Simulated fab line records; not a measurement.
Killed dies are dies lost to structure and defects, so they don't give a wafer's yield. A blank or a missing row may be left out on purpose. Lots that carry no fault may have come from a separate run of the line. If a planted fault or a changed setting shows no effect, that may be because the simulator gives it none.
A single fault, viewed from 2 desks	flow gf180mcu	only its own numbers are on each desk; what lay behind them is given at the end

== FOR THE TOOL OWNER'S DESK: rie diel-02 ==
The tool's own readings at GF_V5_ETCH_17 (etches SiO2 in C4F8/O2/Ar, stops on TiN, target depth 855 nm): means of the sampled wafers that have a number, for each lot that ran on this tool. The brackets show how far a lot's mean lies from the usual mean; more than 4 standard deviations puts the lot out of limits, marked OUT.
Columns: A = oes product au at GF_V5_ETCH_17, usual 0.860 a.u.
lot	first seen here	A
L177	day 28 21:00	0.862
L185	day 31 09:00	0.861
L188	day 31 23:00	0.858
This desk found nothing out of limits on any of the 3 lots.

== AT THE METROLOGY DESK ==
What the gauges read, lot by lot, whatever tool the lot ran on: means of the sampled wafers that have a number. The brackets show how far a lot's mean lies from the usual mean; more than 4 standard deviations puts the lot out of limits, marked OUT.
Columns: A = cd nm at GF_V4_CD_MEAS_14, usual 259.9 nm; B = TOP_METAL_ALCU_THK at GF_TOP_METAL_THK_MEAS_06, usual 895 nm
lot	first seen here	A	B
L174	day 25 01:50	259.4	909
L175	day 25 03:10	259.2	881
L176	day 25 07:33	260.1	890
L177	day 26 02:23	261.6	897
L178	day 26 22:41	260.3	902
L179	day 27 00:44	260.3	915
L180	day 27 04:31	258.5	886
L182	day 27 18:23	258.1	905
L185	day 28 19:50	258.3	899
L188	day 29 13:07	259.8	890
L190	day 30 11:34	260.8	887
L192	day 30 16:00	259.9	899
L195	day 31 11:15	261.5	893
This desk found nothing out of limits on any of the 13 lots.

== TAKEN TOGETHER ==
Nothing out of limits was seen by the tool owner's desk.
From the metrology desk's view, nothing was out of limits.

== WHAT HAD BEEN PUT IN BY THE SIMULATOR ==
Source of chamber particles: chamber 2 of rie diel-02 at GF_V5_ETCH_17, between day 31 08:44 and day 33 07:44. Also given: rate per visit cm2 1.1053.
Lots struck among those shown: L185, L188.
